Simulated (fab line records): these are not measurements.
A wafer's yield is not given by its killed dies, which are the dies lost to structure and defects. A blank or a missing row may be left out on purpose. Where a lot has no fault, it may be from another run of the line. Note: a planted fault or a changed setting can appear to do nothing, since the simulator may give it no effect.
The tool behind it: which one?    flow sky130    Sampling: 13 lots, 39 wafers, 3 of 708 route steps

WHAT EACH GAUGE READ, for each wafer
SKY_POLY_GATE_CD_MEAS_13: target cd 150 nm.
lot   measured      on         cd_nm (nm)
L246  day 17 05:10  cd_sem-01  150.2 150.0 149.5
L247  day 18 17:14  cd_sem-01  150.2 150.7 150.0
L248  day 18 23:23  cd_sem-01  150.7 153.2 150.7
L249  day 19 00:43  cd_sem-01  150.4 150.3 150.7
L251  day 19 05:26  cd_sem-02  148.9 150.4 150.9
L252  day 19 19:50  cd_sem-01  150.6 151.1 149.5
L255  day 20 16:28  cd_sem-01  149.8 149.0 150.6
L260  day 23 00:34  cd_sem-01  150.8 151.4 150.6
L261  day 23 05:28  cd_sem-02  151.4 150.3 151.8
L263  day 24 03:52  cd_sem-02  149.7 149.9 149.5
L264  day 24 16:56  cd_sem-01  150.0 150.9 149.5
L266  day 24 20:29  cd_sem-02  149.4 150.2 150.5
L265  day 25 01:16  cd_sem-01  151.8 151.5 150.1

SKY_LDD_HVN_TW_MEAS_10.
lot   measured      on             LDD_HVN_TW
L246  day 21 01:17  film_metro-03  1446 1442 1437
L247  day 22 16:52  film_metro-04  1430 1431 1436
L248  day 22 22:45  film_metro-04  1433 1435 1435
L249  day 22 23:58  film_metro-04  1434 1438 1440
L251  day 23 05:37  film_metro-04  1436 1437 1437
L252  day 23 17:41  film_metro-03  1434 1432 1432
L255  day 24 12:49  film_metro-03  1435 1432 1432
L260  day 26 18:07  film_metro-03  1425 1428 1428
L261  day 26 23:58  film_metro-02  1442 1433 1425
L263  day 27 22:01  film_metro-02  1429 1436 1436
L264  day 28 12:07  film_metro-04  1439 1442 1439
L266  day 28 13:38  film_metro-03  1430 1432 1434
L265  day 28 17:43  film_metro-03  1441 1439 1434

WHICH TOOL RAN EACH LOT (tool, then ch and the chambers of the sampled wafers, then the start)
lot   SKY_LDD_N_IMPLANT_11
L246  implanter-02 ch 0, day 18 12:15
L247  implanter-01 ch 0, day 20 03:15
L248  implanter-02 ch 0, day 20 09:22
L249  implanter-01 ch 0, day 20 09:40
L251  implanter-01 ch 0, day 20 16:10
L252  implanter-01 ch 0, day 21 04:28
L255  implanter-04 ch 0, day 22 00:58
L260  implanter-02 ch 0, day 24 08:34
L261  implanter-01 ch 0, day 24 13:13
L263  implanter-04 ch 0, day 25 11:31
L264  implanter-02 ch 0, day 26 01:34
L266  implanter-04 ch 0, day 26 03:23
L265  implanter-01 ch 0, day 26 08:07
- SKY_LDD_N_IMPLANT_11

WHAT THE TOOLS THEMSELVES READ (means of the sampled wafers that have a number; where no wafer has one, the mark that the record gives instead)
SKY_LDD_N_IMPLANT_11.
lot   tool          dose_ions_cm2  faraday_current_uA  rotation_deg (degrees)
L246  implanter-02  7.494e+13      428                 293.01
L247  implanter-01  7.492e+13      428                 293.03
L248  implanter-02  7.502e+13      430                 293.03
L249  implanter-01  7.489e+13      420                 293.03
L251  implanter-01  6.595e+13      372                 293.02
L252  implanter-01  6.588e+13      372                 292.98
L255  implanter-04  7.501e+13      423                 293.01
L260  implanter-02  7.494e+13      419                 292.99
L261  implanter-01  7.507e+13      415                 293.00
L263  implanter-04  7.502e+13      417                 293.03
L264  implanter-02  7.487e+13      426                 292.97
L266  implanter-04  7.505e+13      416                 292.98
L265  implanter-01  7.504e+13      421                 293.00

THE ANSWER, worked out from the rows above alone
Rule: the lots themselves supply what counts as usual. The widest of any qualifying gaps counts: lots, ordered by their means at a reading, are off when they make up no more than a third of the lots, leave a main group of 4 or more, and stand apart from it by 3 or more times the standard deviation of that group's means. A main group whose means are all the same, to the digits that the tables above print for the reading, isn't used. A lot without any number at a reading at which 4 lots or more have one is off too. All remaining lots with rows at the step are treated as sound. First the gauges in route order, then the tools' own readings, where a lot's mean is used as printed above. The first step at which some lot is off is used, and at that step the reading that is off furthest; a lot without a number counts as furthest.
Off at SKY_LDD_N_IMPLANT_11 (dose_ions_cm2): L251, L252. The main group has a mean of 7.498e+13 with a standard deviation of 6.6e+10.
If a tool, at that step or one of the process steps before it, ran each lot that is off and ran no sound lot following the first of them, it fits. Of those tried, none fits.

WHAT WAS PUT IN BY THE SIMULATOR
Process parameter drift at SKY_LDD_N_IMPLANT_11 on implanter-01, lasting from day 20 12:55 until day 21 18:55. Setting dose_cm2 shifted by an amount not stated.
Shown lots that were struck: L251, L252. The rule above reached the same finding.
